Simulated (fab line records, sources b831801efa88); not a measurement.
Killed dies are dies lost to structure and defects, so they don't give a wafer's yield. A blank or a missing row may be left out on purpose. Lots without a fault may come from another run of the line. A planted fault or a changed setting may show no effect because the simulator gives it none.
A struck lot beside a sound one | flow gf180mcu | 14 steps out of a route of 602
Sound: wafers L915.1, L915.2, L915.3. Struck: wafers L918.1, L918.3, L918.6. The cause comes at the end.
At each step with rows: each side's tool, then ch and its chambers, then its first start. Under that, the readings that differ: sound wafers | struck wafers | difference of the means | sigmas: that difference in standard deviations of wafers without a fault.
alike: readings whose means differ by less than 2 such deviations, and words and numbers that are the same on both sides. not compared: withheld readings, readings that some wafer has no value for, bounds like >300 that may hide the same value, and numbers for which the record gives no deviation and whose values overlap.
The two part at a step that has a row with sigmas, a row that says differs or no value, or rows on one side only. Numbers that don't overlap but have no deviation are shown without sigmas and don't part them. A reading that every wafer of one side lacks parts them only if that side has two wafers or more.

first, 5 steps without rows for these wafers: GF_V4_COAT_09 (resist thk 1000 nm); GF_V4_SOFTBAKE_10 (time 60 s); GF_V4_EXPOSE_11 (exposes mask Via4, target cd 260 nm); GF_V4_PEB_12 (peb time 90 s); GF_V4_DEVELOP_13 (develop time 60 s).
GF_V4_CD_MEAS_14: target cd 260 nm.
  sound on cd_sem-02, day 24 23:34; struck on cd_sem-01, day 25 20:08
  alike: cd_nm
GF_V4_OVL_MEAS_15:
  sound on overlay-02, day 24 23:41; struck on overlay-01, day 25 20:16
  reading     | sound  | struck   | difference | sigmas
  V4_OVL (nm) | 5 0 16 | -6 -5 -6 | -13        | -2
GF_V4_ETCH_16: etches BARC in N2/H2.
  sound on rie_diel-04 ch 0,2,3, day 24 23:43; struck on rie_diel-03 ch 0,1,3, day 25 20:17
  alike: chamber_pressure_mTorr, drypump_motor_current_A, n2_flow_sccm, oes_product_au, throttle_valve_pct
GF_V4_ETCH_17: etches SiO2 in C4F8/O2/Ar, stops on TiN, target depth 630 nm.
  sound on rie_diel-04 ch 0,2,3; struck on rie_diel-03 ch 0,1,3
  alike: chamber_pressure_mTorr, oes_product_au
GF_V4_STRIP_18: strips in O2/N2.
  sound on plasma_asher-02 ch 0,1, day 24 23:51; struck on plasma_asher-02 ch 0,1, day 25 20:25
  alike: chamber_pressure_mTorr, drypump_motor_current_A, heater_power_w, n2_flow_sccm, oes_product_au
  not compared: rf_hours_counter_h
then, 2 steps without rows for these wafers: GF_V4_STRIP_19 (strips in post etch residue remover, time 1200 s); GF_V4_CLEAN_20 (cleans in DIW).
GF_V4_SPUTTER_21: material Ti, target thk 15 nm, time 80.02 s.
  sound on pvd_sputter-01, day 25 00:23; struck on pvd_sputter-01, day 25 20:59
  no value came back on the struck wafers for cathode_dc_power_W (W), chamber_pressure_pa (Pa), throttle_valve_pct (%); on the sound wafers cathode_dc_power_W (W) reads 2500.0 2499.7 2499.6
GF_V4_SPUTTER_22: material TiN, target thk 10 nm, time 40 s.
  sound on pvd_sputter-01, day 25 00:27; struck on pvd_sputter-01, day 25 21:03
  alike: cathode_dc_power_W, chamber_pressure_pa, throttle_valve_pct

WHERE THEY PART
First at GF_V4_OVL_MEAS_15; last, within this record, at GF_V4_SPUTTER_21. Later steps at which nothing parts them and some readings are alike: GF_V4_SPUTTER_22.

WHY: what the simulator had put in
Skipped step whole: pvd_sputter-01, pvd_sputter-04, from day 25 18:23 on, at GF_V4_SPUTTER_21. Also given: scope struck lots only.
